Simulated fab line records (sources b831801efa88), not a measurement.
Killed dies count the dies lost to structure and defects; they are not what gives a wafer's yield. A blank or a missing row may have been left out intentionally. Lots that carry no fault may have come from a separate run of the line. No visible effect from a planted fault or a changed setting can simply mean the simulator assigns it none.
Matching of chambers -- flow gf180mcu -- GF_V2_CVD_02 on pecvd-03 has 3 sister chambers
The step deposits SiO2 from TEOS, target thk 850 nm, time 94.851 s. 16 wafers are shown with their chamber, then 8 later ones without.

## WAFERS WITH THEIR CHAMBER
wafer,chamber,heaterPowerW (W)
L075.2,0,636
L075.3,1,814
L075.6,1,897
L077.2,1,853
L077.4,2,672
L077.5,0,549
L079.3,2,602
L079.4,0,709
L079.5,1,846
L085.4,0,561
L085.5,1,737
L085.6,2,647
L088.2,0,625
L088.3,2,659
L088.5,2,539
L089.2,2,674

SIGNATURES (means of the wafers above)
reading,chamber 0,chamber 1,chamber 2,scatter within a chamber
heaterPowerW,616.00,829.40,632.17,58.6
Rule: a wafer's distance from a chamber is the root of the sum, over the readings, of the square of ((its reading less the chamber's mean) divided by the reading's scatter). If the next closest chamber is less than 2 further off than the closest, the wafer can't be placed; otherwise it belongs to the closest. The scatter is the square root of a quotient: the sum, over the shown wafers, of each reading's squared deviation from its chamber's mean, divided by wafers minus chambers.

## WAFERS WITH NO CHAMBER GIVEN
wafer,heaterPowerW (W)
L089.3,832
L089.4,639
L094.1,651
L094.2,889
L094.3,597
L097.2,890
L097.5,900
L097.6,668

## CHAMBER TAKEN BY EACH
wafer,from the rows above,in truth
L089.3,1,1
L089.4,can't be placed: 2 or 0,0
L094.1,can't be placed: 2 or 0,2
L094.2,1,1
L094.3,can't be placed: 0 or 2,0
L097.2,1,1
L097.5,1,1
L097.6,can't be placed: 2 or 0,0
Correct placement for 4 of the 8. Unplaceable from these rows: 4, with the true chamber sitting among the candidates in 4. Wrongly placed: 0.
